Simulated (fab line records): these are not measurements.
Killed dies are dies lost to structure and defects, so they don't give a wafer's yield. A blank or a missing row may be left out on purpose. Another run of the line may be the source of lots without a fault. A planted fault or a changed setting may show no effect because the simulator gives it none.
Which tool is to blame?    flow gf180mcu    35 wafers from 12 lots sampled at 4 of the route's 602 steps

## WHAT THE GAUGES SHOWED, per wafer
GF_SAB_THK_MEAS_01. Usual: SAB_CVD_00_THK gives 50.0 nm (standard deviation 0.7).
lot   measured      on             SAB_CVD_00_THK (nm)  flag
L671  day 15 13:50  film_metro-03  49.3 48.9 50.0       
L672  day 15 22:16  film_metro-03  49.1 49.9 49.5       
L673  day 16 09:02  film_metro-02  49.9 50.9 50.1       
L675  day 17 10:28  film_metro-02  49.4 50.4 50.8       
L676  day 18 07:10  film_metro-04  48.4 14.5 12.9       OFF
L679  day 18 17:11  film_metro-04  49.8 13.8            OFF
L680  day 19 11:14  film_metro-04  51.0 49.3 14.8       OFF
L686  day 20 23:13  film_metro-02  49.9 50.0 50.6       
L687  day 21 08:39  film_metro-04  50.2 49.5 50.8       
L688  day 21 20:39  film_metro-04  49.6 51.0 50.2       
L689  day 22 04:07  film_metro-04  49.1 50.3 49.4       
L690  day 22 09:18  film_metro-03  49.3 49.7 50.7       

## EACH LOT AND THE TOOL THAT RAN IT (in order: tool; ch and the chambers of the sampled wafers; start)
lot   GF_HV_LDD_STRIP_37                    GF_HV_LDD_RTA_52                  GF_SAB_CVD_00
L671  plasma_asher-02 ch 0,1, day 12 18:17  rtp_anneal-01 ch 0, day 13 14:57  pecvd-01 ch 0,2, day 15 13:40
L672  plasma_asher-03 ch 0,1, day 13 03:23  rtp_anneal-02 ch 0, day 14 00:20  pecvd-04 ch 0,1,2, day 15 22:15
L673  plasma_asher-02 ch 0,1, day 13 13:19  rtp_anneal-01 ch 0, day 14 10:28  pecvd-01 ch 0,2, day 16 09:00
L675  plasma_asher-03 ch 0,1, day 14 13:17  rtp_anneal-01 ch 0, day 15 10:51  pecvd-04 ch 0,1, day 17 10:26
L676  plasma_asher-02 ch 0,1, day 15 07:28  rtp_anneal-02 ch 0, day 16 05:14  pecvd-01 ch 0,1,2, day 18 07:08
L679  plasma_asher-02 ch 1, day 15 16:31    rtp_anneal-01 ch 0, day 16 15:00  pecvd-01 ch 0,1, day 18 17:09
L680  plasma_asher-01 ch 1, day 16 06:04    rtp_anneal-02 ch 0, day 17 05:14  pecvd-01 ch 0,2, day 19 11:08
L686  plasma_asher-03 ch 0, day 17 18:57    rtp_anneal-01 ch 0, day 18 18:44  pecvd-04 ch 0,1, day 20 23:12
L687  plasma_asher-02 ch 0,1, day 18 04:10  rtp_anneal-01 ch 0, day 19 04:43  pecvd-03 ch 0,1,2, day 21 08:38
L688  plasma_asher-01 ch 0, day 18 15:21    rtp_anneal-02 ch 0, day 19 16:41  pecvd-04 ch 1,2, day 21 20:38
L689  plasma_asher-02 ch 0, day 18 23:36    rtp_anneal-01 ch 0, day 20 00:34  pecvd-01 ch 0,1, day 22 04:05
L690  plasma_asher-03 ch 0,1, day 19 05:58  rtp_anneal-02 ch 0, day 20 06:18  pecvd-03 ch 0,1, day 22 09:16
- GF_HV_LDD_STRIP_37: strips in O2/N2.
- GF_HV_LDD_RTA_52: time 10 s.
- GF_SAB_CVD_00: deposits SiO2 from TEOS, target thk 50 nm, time 4.9302 s.

## WHAT THE TOOLS THEMSELVES READ (means of the sampled wafers that have a number; where no wafer has one, the mark that the record gives instead)
GF_HV_LDD_STRIP_37. Usual: drypump_motor_current_A 5.5 A, standard deviation 0.73; heater_power_w 339 W, standard deviation 16; o2_flow_sccm 3001 sccm, standard deviation 7.6; oes_product_au 0.717 a.u., standard deviation 0.0049; strip_time_to_endpoint_s 12.65 s, standard deviation 0.035.
lot   tool             drypump_motor_current_A (A)  heater_power_w (W)  o2_flow_sccm (sccm)  oes_product_au (a.u.)  strip_time_to_endpoint_s (s)  flag
L671  plasma_asher-02  5.8                          340                 3002                 0.718                  12.62                         
L672  plasma_asher-03  4.8                          344                 3001                 0.720                  12.66                         
L673  plasma_asher-02  6.3                          337                 2997                 0.710                  12.64                         
L675  plasma_asher-03  4.8                          350                 3001                 0.722                  12.63                         
L676  plasma_asher-02  6.3                          337                 3002                 0.719                  12.64                         
L679  plasma_asher-02  5.5                          324                 3012                 0.715                  12.62                         
L680  plasma_asher-01  5.4                          368                 2995                 0.720                  12.69                         
L686  plasma_asher-03  4.7                          354                 2995                 0.720                  12.72                         
L687  plasma_asher-02  6.3                          339                 2998                 0.719                  12.66                         
L688  plasma_asher-01  5.2                          324                 3001                 0.715                  12.64                         
L689  plasma_asher-02  6.7                          327                 3006                 0.717                  12.62                         
L690  plasma_asher-03  4.8                          345                 3010                 0.716                  12.68                         

GF_HV_LDD_RTA_52. Usual: lamp_power_pct 33.2 %, standard deviation 2.9; wafer_temp_C_max 1003.6, standard deviation 0.82.
lot   tool           lamp_power_pct (%)  wafer_temp_C_max  flag
L671  rtp_anneal-01  30.5                1004.3            
L672  rtp_anneal-02  36.4                1002.3            
L673  rtp_anneal-01  30.6                1003.2            
L675  rtp_anneal-01  30.6                1004.0            
L676  rtp_anneal-02  36.4                1003.8            
L679  rtp_anneal-01  30.5                1003.8            
L680  rtp_anneal-02  36.4                1002.6            
L686  rtp_anneal-01  30.6                1004.2            
L687  rtp_anneal-01  30.5                1003.8            
L688  rtp_anneal-02  36.4                1003.7            
L689  rtp_anneal-01  30.6                1004.0            
L690  rtp_anneal-02  36.4                1002.9            

GF_SAB_CVD_00. Usual: heater_power_w at 678 W, with a standard deviation of 96.
lot   tool      heater_power_w (W)  flag
L671  pecvd-01  697                 
L672  pecvd-04  671                 
L673  pecvd-01  848                 
L675  pecvd-04  697                 
L676  pecvd-01  751                 
L679  pecvd-01  715                 
L680  pecvd-01  815                 
L686  pecvd-04  698                 
L687  pecvd-03  609                 
L688  pecvd-04  632                 
L689  pecvd-01  664                 
L690  pecvd-03  640                 

## THE ANSWER, worked out from the rows above alone
Rule: a lot is off if the mean of its wafers that have a number lies more than 3 standard deviations from the usual mean. A lot without any number at a reading at which 4 lots or more have one is off too. The other lots that the step has rows for count as sound. After the gauges, taken in route order, come the tools' own readings; for these a lot's mean is taken, as printed above. At the first step where some lot is off, the reading lying furthest off is the one used; lots without a number count as furthest.
Off: L676, L679, L680, at GF_SAB_THK_MEAS_01 (SAB_CVD_00_THK).
If a tool, at a process step before that reading, ran all the lots that are off and no sound lot after the first of them, it fits. The gauges at GF_SAB_THK_MEAS_01 are tried like those tools. Of those tried, none fits.

## WHAT THE SIMULATOR PUT IN
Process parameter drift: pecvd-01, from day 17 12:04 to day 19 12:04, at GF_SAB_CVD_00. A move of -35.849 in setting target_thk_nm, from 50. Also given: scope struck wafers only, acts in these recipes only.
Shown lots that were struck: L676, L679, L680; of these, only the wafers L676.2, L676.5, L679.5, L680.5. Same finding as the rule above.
